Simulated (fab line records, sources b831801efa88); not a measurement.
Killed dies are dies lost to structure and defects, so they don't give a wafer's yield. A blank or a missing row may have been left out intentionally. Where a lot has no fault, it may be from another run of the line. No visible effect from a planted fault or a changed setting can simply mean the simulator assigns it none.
Split-lot experiment | flow sky130 | 5 lots, 23 wafers read, on a route of 708 steps

== THE SPLIT ITSELF ==
At SKY_VIA3_ETCH_15 (etches SiO2 in C4F8/O2/Ar, stops on TiN, target depth 507 nm, time 78 s), the setting time-s was moved away from the recipe's 78 s on 7 of the 23 wafers read, by -14.0% to +11.2%. The other wafers ran this setting at the recipe's value.

The split's own step is where the reading is taken.

== THE READING ==
oes-product-au, in a.u., at SKY_VIA3_ETCH_15 (etches SiO2 in C4F8/O2/Ar, stops on TiN, target depth 507 nm, time 78 s). Typical for fault-free wafers on this fab line: 0.955 a.u., with standard deviation 0.0047 a.u.

wafer  | tool, chamber at the split | time-s as run, s | against the recipe | oes-product-au, a.u. | against lot-mates on the recipe
L074.1 | rie-diel-02, 1             | 78               | recipe             | 0.956                | -
L074.3 | rie-diel-02, 3             | 74.36            | -4.7%              | 0.980                | +0.022
L074.4 | rie-diel-02, 2             | 74.36            | -4.7%              | 0.989                | +0.031
L074.5 | rie-diel-02, 3             | 78               | recipe             | 0.962                | -
L074.6 | rie-diel-02, 2             | 78               | recipe             | 0.956                | -
L076.1 | rie-diel-02, 0             | 78               | recipe             | 0.952                | -
L076.2 | rie-diel-02, 1             | 78               | recipe             | 0.961                | -
L076.6 | rie-diel-02, 2             | 78               | recipe             | 0.954                | -
L077.1 | rie-diel-02, 0             | 78               | recipe             | 0.957                | -
L077.3 | rie-diel-02, 3             | 78               | recipe             | 0.952                | -
L077.4 | rie-diel-02, 1             | 78               | recipe             | 0.963                | -
L077.5 | rie-diel-02, 0             | 78               | recipe             | 0.952                | -
L077.6 | rie-diel-02, 1             | 78               | recipe             | 0.947                | -
L081.1 | rie-diel-02, 3             | 67.11            | -14.0%             | 1.011                | +0.053
L081.2 | rie-diel-02, 2             | 78               | recipe             | 0.954                | -
L081.3 | rie-diel-02, 1             | 67.11            | -14.0%             | 0.998                | +0.040
L081.4 | rie-diel-02, 2             | 78               | recipe             | 0.961                | -
L081.6 | rie-diel-02, 3             | 78               | recipe             | 0.959                | -
L083.1 | rie-diel-01, 1             | 86.7             | +11.2%             | 0.939                | -0.013
L083.2 | rie-diel-01, 3             | 78               | recipe             | 0.949                | -
L083.3 | rie-diel-01, 0             | 78               | recipe             | 0.955                | -
L083.4 | rie-diel-01, 2             | 86.7             | +11.2%             | 0.939                | -0.013
L083.6 | rie-diel-01, 3             | 86.7             | +11.2%             | 0.940                | -0.012

FIT RESULTS
A straight line over all 23 wafers: oes-product-au changes by -0.00268 a.u. for each +1% of time-s; r = -0.90; the points scatter about the line by 0.0082 a.u.
The same after taking each lot's own level away (the mean of its wafers on the recipe; 23 wafers): -0.00242 a.u. for each +1%; r = -0.88; scatter 0.0081 a.u.
On that fit, the largest move of time-s shifts the reading by 0.034 a.u.
The lots' own levels span 0.9520 to 0.9580 a.u., that is 1.3 times the standard deviation above.
So the lot-to-lot level changes the slope: the two fits differ.
Check: for one of the wafers moved furthest among these (-14.0%), held out of the fit, the line's prediction against its lot-mates is +0.0323 a.u. It came out at +0.053 a.u. against them.
Tool readings at the split's step, against how far the setting was moved: oes-product-au r = -0.90.

== THESE WAFERS: OTHER SPLITS ==
Before the reading, these wafers also passed through other splits. Each is held against what the fit with the lots' levels taken away leaves over:
other split on the same wafers | wafers away from the commonest value | r with oes-product-au (lot level and that fit taken away)
SKY_VIA2_ETCH_15 bias-w        | 8                                    | +0.20
SKY_CAPM_EXPOSE_09 dose-mj     | 7                                    | +0.07
SKY_METAL3_EXPOSE_10 dose-mj   | 5                                    | +0.01
SKY_METAL3_ETCH_16 time-s      | 7                                    | +0.30

== THE WHOLE CHAIN: every reading that the file lists as answering this split, in the file's order ==
step              | what it does                                                            | reading                                                                           | change (the file's fit)                   | r (the file's)
SKY_VIA3_ETCH_15  | etches SiO2 in C4F8/O2/Ar, stops on TiN, target depth 507 nm, time 78 s | oes-product-au                                                                    | -0.00269 a.u. for each +1% of the setting | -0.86
SKY_VIA3_ETCH_15  | etches SiO2 in C4F8/O2/Ar, stops on TiN, target depth 507 nm, time 78 s | KrF-thick_of_VIA3_COAT_07.thk-nm (the simulator's own value, which no gauge read) | -0.956 nm for each +1% of the setting     | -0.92
SKY_VIA3_STRIP_16 | strips in O2/N2                                                         | strip-time-to-endpoint-s                                                          | withheld for each +1% of the setting      | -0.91

== FILE'S OWN FIT ==
oes-product-au changes by -0.00269 a.u. for each +1% of time-s, r = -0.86.
